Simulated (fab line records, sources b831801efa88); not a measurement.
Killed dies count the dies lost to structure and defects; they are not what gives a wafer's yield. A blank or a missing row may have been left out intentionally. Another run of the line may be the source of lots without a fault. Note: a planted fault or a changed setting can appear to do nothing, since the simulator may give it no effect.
fab line records	flow sfq_line
[record] lots = 15	wafers = 43	last_day = 77
route steps=325 shown M8@321
lots that met no fault: taken from a fault-free run of the same line
start_h: hours from the record's opening day to when the first of the lot's shown wafers began	wait_h: hours elapsed since this lot's preceding step	" identical to the entry in the row above	L1.1+2: several wafers, shown together as one row	- no value, or no start was given	* or withheld: withheld	< > ~ a bound
route shown NAME@n: a module of which the file shows steps, and the number in the route of the first	usual: mean and standard deviation over wafers with no fault	same: alike in all rows	chamber/n: place in a boat	sites: per-site readings	_std_site: their standard deviation	_edge_site: mean of outer sites minus mean of inner sites	radius_mm: for every site, how far away it sits from the centre of the wafer	mask NAME#n: copy n	behind: the most recent tool/chamber to have shaped the wafer	hold: why the lot went on hold/how many hours it stayed there/how the hold came to an end	device: the n, p or np transistor that did not switch	end of line: the route-end tests of the same wafers	for a step that has no rows: nothing shown but its recipe	killed: count of dies lost to structure and defects at first sort (not the wafer's yield)	map: a wafer's dies, marking killed ones x, the rest . and places with no die _
set.NAME: setting as actually run; set.NAME@STEP: the setting as run at that earlier step	model.NAME: the simulator's own value behind a step, which no gauge read
route steps across a sampled set of lots; one table per step, one row per wafer
services: when a tool's chamber went out of use (start_h, in hours from the record's first day, below 0 if earlier), for how many hours, and the reason
[[steps]]
[step SFQ_TRILAYER_M8_DEP_EVAP_196]
[recipe] material = Au	angular_spread_deg = 1	target_thk_nm = 180	time_s = 900	power_w = 2000
lot.wafer	tool	chamber	start_h	wait_h
L722.2+3+5	pvd_sputter-01	-	1658.94	0.1
L724.1+3+6	pvd_sputter-01	-	1668.54	0.1
L725.1+2+6	pvd_sputter-02	-	1673.34	0.1
L726.1+3+5	pvd_sputter-01	-	1692.09	0.1
L731.1+6	pvd_sputter-02	-	1708.89	0.1
L733.1+6	pvd_sputter-02	-	1726.99	0.1
L735.2+4+6	pvd_sputter-02	-	1733.06	0.1
L736.1+5+6	pvd_sputter-01	-	1736.59	0.1
L738.2+3+4	pvd_sputter-01	-	1751.43	0.1
L740.1+2+3	pvd_sputter-01	-	1819.10	0.1
L741.1+2+5	pvd_sputter-02	-	1828.82	0.1
L742.2+3+5	pvd_sputter-01	-	1833.62	0.1
L743.1+4+5	pvd_sputter-02	-	1834.82	0.1
L744.4+5+6	pvd_sputter-01	-	1836.02	0.1
L745.2+5+6	pvd_sputter-02	-	1840.82	0.1
[step SFQ_M8_RS_MEAS_949]
[recipe] thk_meas_gauge = four-point-probe	reads = Au_of_TRILAYER_M8_DEP_EVAP_196+Pt_of_TRILAYER_M8_DEP_EVAP_198+Ti_of_TRILAYER_M8_DEP_EVAP_197
[usual] M8_AU_RS = 0.1537/0.002
lot.wafer	tool	chamber	start_h	wait_h	M8_AU_RS[ohm/sq]
L722.2	film_metro-02	-	1659.48	0.3	0.1561
L722.3	"	-	"	"	0.1543
L722.5	"	-	"	"	0.1542
L724.1	film_metro-01	-	1669.06	0.3	0.1586
L724.3	"	-	"	"	0.1549
L724.6	"	-	"	"	0.1526
L725.1	film_metro-04	-	1673.86	0.3	0.1547
L725.2	"	-	"	"	0.1538
L725.6	"	-	"	"	0.1552
L726.1	film_metro-04	-	1692.61	0.3	0.1554
L726.3	"	-	"	"	0.1576
L726.5	"	-	"	"	0.1569
L731.1	film_metro-02	-	1709.41	0.3	0.1463
L731.6	"	-	"	"	0.1552
L733.1	film_metro-02	-	1727.51	0.3	0.1447
L733.6	"	-	"	"	0.1519
L735.2	film_metro-04	-	1733.60	0.3	0.1555
L735.4	"	-	"	"	0.1461
L735.6	"	-	"	"	0.1551
L736.1	film_metro-02	-	1737.11	0.3	0.1537
L736.5	"	-	"	"	0.1578
L736.6	"	-	"	"	0.1532
L738.2	film_metro-01	-	1751.97	0.3	0.1531
L738.3	"	-	"	"	0.1513
L738.4	"	-	"	"	0.1563
L740.1	film_metro-02	-	1819.61	0.3	0.1556
L740.2	"	-	"	"	0.1531
L740.3	"	-	"	"	0.1576
L741.1	film_metro-02	-	1829.34	0.3	0.1553
L741.2	"	-	"	"	0.1544
L741.5	"	-	"	"	0.1533
L742.2	film_metro-02	-	1834.16	0.3	0.1529
L742.3	"	-	"	"	0.1546
L742.5	"	-	"	"	0.1547
L743.1	film_metro-02	-	1835.34	0.3	0.1567
L743.4	"	-	"	"	0.1570
L743.5	"	-	"	"	0.1575
L744.4	film_metro-01	-	1836.60	0.3	0.1505
L744.5	"	-	"	"	0.1501
L744.6	"	-	"	"	0.1524
L745.2	film_metro-04	-	1841.36	0.3	0.1547
L745.5	"	-	"	"	0.1547
L745.6	"	-	"	"	0.1535
[step SFQ_M8_THK_MEAS_950]
[recipe] thk_meas_gauge = xrf	reads = Au_of_TRILAYER_M8_DEP_EVAP_196
[usual] M8_AU_THK = 176.5/2.3
lot.wafer	tool	chamber	start_h	wait_h	M8_AU_THK[nm]
L722.2	film_metro-02	-	1659.59	0.1	174.3
L722.3	"	-	"	"	175.8
L722.5	"	-	"	"	176.0
L724.1	film_metro-01	-	1669.18	0.1	170.5
L724.3	"	-	"	"	175.3
L724.6	"	-	"	"	176.6
L725.1	film_metro-04	-	1673.98	0.1	177.0
L725.2	"	-	"	"	176.9
L725.6	"	-	"	"	176.5
L726.1	film_metro-04	-	1692.73	0.1	176.4
L726.3	"	-	"	"	172.8
L726.5	"	-	"	"	173.7
L731.1	film_metro-02	-	1709.53	0.1	185.3
L731.6	"	-	"	"	174.3
L733.1	film_metro-02	-	1727.63	0.1	186.8
L733.6	"	-	"	"	177.9
L735.2	film_metro-04	-	1733.71	0.1	175.2
L735.4	"	-	"	"	186.6
L735.6	"	-	"	"	176.1
L736.1	film_metro-02	-	1737.23	0.1	176.3
L736.5	"	-	"	"	172.1
L736.6	"	-	"	"	177.5
L738.2	film_metro-01	-	1752.08	0.1	176.6
L738.3	"	-	"	"	178.7
L738.4	"	-	"	"	172.8
L740.1	film_metro-02	-	1819.73	0.1	173.6
L740.2	"	-	"	"	176.2
L740.3	"	-	"	"	172.7
L741.1	film_metro-02	-	1829.46	0.1	174.7
L741.2	"	-	"	"	175.8
L741.5	"	-	"	"	177.1
L742.2	film_metro-02	-	1834.27	0.1	177.1
L742.3	"	-	"	"	175.8
L742.5	"	-	"	"	176.5
L743.1	film_metro-02	-	1835.46	0.1	173.3
L743.4	"	-	"	"	173.3
L743.5	"	-	"	"	172.4
L744.4	film_metro-01	-	1836.69	0.1	179.7
L744.5	"	-	"	"	180.7
L744.6	"	-	"	"	176.7
L745.2	film_metro-04	-	1841.47	0.1	175.9
L745.5	"	-	"	"	176.5
L745.6	"	-	"	"	177.6
[[services]]
tool	chamber	start_h	hours	kind
pvd_sputter-02	-	1695.96	0.9	repair
[[key]]
[first_sign] step = SFQ_M8_RS_MEAS_949	reading = M8_AU_RS	direction = down	sigmas = 4.1	usual = 0.1537	struck = 0.1457
[effect] step = SFQ_M8_THK_MEAS_950	reading = M8_AU_THK	direction = up	sigmas = 4.2	usual = 176.5	struck = 186.2
met_at SFQ_TRILAYER_M8_DEP_EVAP_196
struck_lots L731,L733,L735
struck_wafers L731.1,L733.1,L735.4
onset_between 1673.34 1708.89
[fault] kind = process_parameter_drift	tool = pvd_sputter-02	chamber = -	onset_h = 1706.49	steps = SFQ_TRILAYER_M8_DEP_EVAP_196	channel = target_thk_nm	offset = 9.2124	shape = step	end_h = 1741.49	scope = struck_wafers_only	acts_in = these_recipes_only	stated = 180
